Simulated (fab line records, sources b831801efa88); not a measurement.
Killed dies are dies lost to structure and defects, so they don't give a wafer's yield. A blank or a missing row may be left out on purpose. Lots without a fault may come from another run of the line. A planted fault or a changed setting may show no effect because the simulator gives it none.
Which tool did it? | flow gf180mcu | 15 lots, 45 wafers sampled, at 3 steps of a route of 602

WHAT THE GAUGES READ, wafer by wafer
GF_MIM_THK_MEAS_11: measures by xrf. Usual: MIM_ALCU_THK 200.6 nm, standard deviation 1.9.
lot  | measured     | on            | MIM_ALCU_THK (nm) | flag
L622 | day 24 10:34 | film_metro-01 | 201.9 202.1 199.7 |
L623 | day 24 20:43 | film_metro-01 | 201.0 198.4 202.0 |
L624 | day 24 23:11 | film_metro-02 | 201.7 201.6 205.3 |
L625 | day 25 03:42 | film_metro-03 | 204.3 201.4 204.2 |
L628 | day 26 10:01 | film_metro-02 | 201.1 200.8 199.2 |
L629 | day 26 19:59 | film_metro-03 | 201.7 203.5 202.0 |
L630 | day 27 06:49 | film_metro-03 | 203.2 200.8 203.9 |
L632 | day 28 00:59 | film_metro-01 | 199.6 200.5 202.0 |
L634 | day 28 11:48 | film_metro-02 | 200.4 201.6 199.2 |
L639 | day 29 22:19 | film_metro-03 | 202.1 199.6 200.0 |
L640 | day 30 04:05 | film_metro-02 | 196.8 199.9 199.1 |
L641 | day 30 08:35 | film_metro-03 | 201.4 203.2 201.7 |
L643 | day 30 20:07 | film_metro-02 | 199.6 200.2 198.1 |
L644 | day 31 01:54 | film_metro-02 | 200.9 201.8 200.5 |
L645 | day 31 07:31 | film_metro-01 | 200.9 200.4 203.2 |

WHICH TOOL RAN EACH LOT (tool, then ch and the chambers of the sampled wafers, then the start)
lot  | GF_V4_SPUTTER_22             | GF_MIM_SPUTTER_08
L622 | pvd_sputter-03, day 24 09:22 | pvd_sputter-01, day 24 10:21
L623 | pvd_sputter-02, day 24 19:32 | pvd_sputter-02, day 24 20:32
L624 | pvd_sputter-03, day 24 21:58 | pvd_sputter-03, day 24 23:01
L625 | pvd_sputter-02, day 25 02:31 | pvd_sputter-01, day 25 03:31
L628 | pvd_sputter-04, day 26 08:51 | pvd_sputter-03, day 26 09:50
L629 | pvd_sputter-02, day 26 18:50 | pvd_sputter-03, day 26 19:49
L630 | pvd_sputter-04, day 27 05:37 | pvd_sputter-02, day 27 06:37
L632 | pvd_sputter-03, day 27 23:48 | pvd_sputter-03, day 28 00:47
L634 | pvd_sputter-02, day 28 10:38 | pvd_sputter-03, day 28 11:37
L639 | pvd_sputter-03, day 29 21:08 | pvd_sputter-03, day 29 22:08
L640 | pvd_sputter-02, day 30 02:51 | pvd_sputter-02, day 30 03:55
L641 | pvd_sputter-02, day 30 07:25 | pvd_sputter-01, day 30 08:24
L643 | pvd_sputter-02, day 30 18:56 | pvd_sputter-02, day 30 19:56
L644 | pvd_sputter-02, day 31 00:32 | pvd_sputter-03, day 31 01:44
L645 | pvd_sputter-03, day 31 06:20 | pvd_sputter-03, day 31 07:19
- GF_V4_SPUTTER_22: material TiN, target thk 10 nm, time 40 s.
- GF_MIM_SPUTTER_08: material AlCu, target thk 200 nm, time 10.6 s.

WHAT THE TOOLS THEMSELVES READ (means of the sampled wafers that have a number; where no wafer has one, the mark that the record gives instead)
GF_V4_SPUTTER_22. Usual: throttle_valve_pct 30.1 %, standard deviation 1.3.
lot  | tool           | throttle_valve_pct (%) | flag
L622 | pvd_sputter-03 | 30.1                   |
L623 | pvd_sputter-02 | 29.9                   |
L624 | pvd_sputter-03 | 30.7                   |
L625 | pvd_sputter-02 | 29.5                   |
L628 | pvd_sputter-04 | 29.5                   |
L629 | pvd_sputter-02 | 29.8                   |
L630 | pvd_sputter-04 | 29.1                   |
L632 | pvd_sputter-03 | 30.4                   |
L634 | pvd_sputter-02 | 29.8                   |
L639 | pvd_sputter-03 | 30.1                   |
L640 | pvd_sputter-02 | 29.8                   |
L641 | pvd_sputter-02 | 31.4                   |
L643 | pvd_sputter-02 | 29.5                   |
L644 | pvd_sputter-02 | 29.3                   |
L645 | pvd_sputter-03 | 30.1                   |

GF_MIM_SPUTTER_08. Usual: throttle_valve_pct 30.4 %, standard deviation 0.93.
lot  | tool           | throttle_valve_pct (%) | flag
L622 | pvd_sputter-01 | 30.1                   |
L623 | pvd_sputter-02 | 30.4                   |
L624 | pvd_sputter-03 | 30.4                   |
L625 | pvd_sputter-01 | 30.8                   |
L628 | pvd_sputter-03 | 30.4                   |
L629 | pvd_sputter-03 | 30.1                   |
L630 | pvd_sputter-02 | 29.8                   |
L632 | pvd_sputter-03 | 30.3                   |
L634 | pvd_sputter-03 | 30.5                   |
L639 | pvd_sputter-03 | 30.6                   |
L640 | pvd_sputter-02 | 30.2                   |
L641 | pvd_sputter-01 | 30.8                   |
L643 | pvd_sputter-02 | 29.2                   |
L644 | pvd_sputter-03 | 30.5                   |
L645 | pvd_sputter-03 | 30.2                   |

THE ANSWER, worked out from the rows above alone
Rule: a lot is off if the mean of its wafers that have a number lies more than 3 standard deviations from the usual mean. A lot without any number at a reading at which 4 lots or more have one is off too. The other lots that the step has rows for count as sound. The gauges are gone through in route order, then the tools' own readings, and for those a lot's mean is taken as printed above. The first step at which some lot is off is used, and at that step the reading that is off furthest; a lot without a number counts as furthest.
No lot is off at any reading shown: from this, nothing can be told.

WHAT THE SIMULATOR HAD PUT IN
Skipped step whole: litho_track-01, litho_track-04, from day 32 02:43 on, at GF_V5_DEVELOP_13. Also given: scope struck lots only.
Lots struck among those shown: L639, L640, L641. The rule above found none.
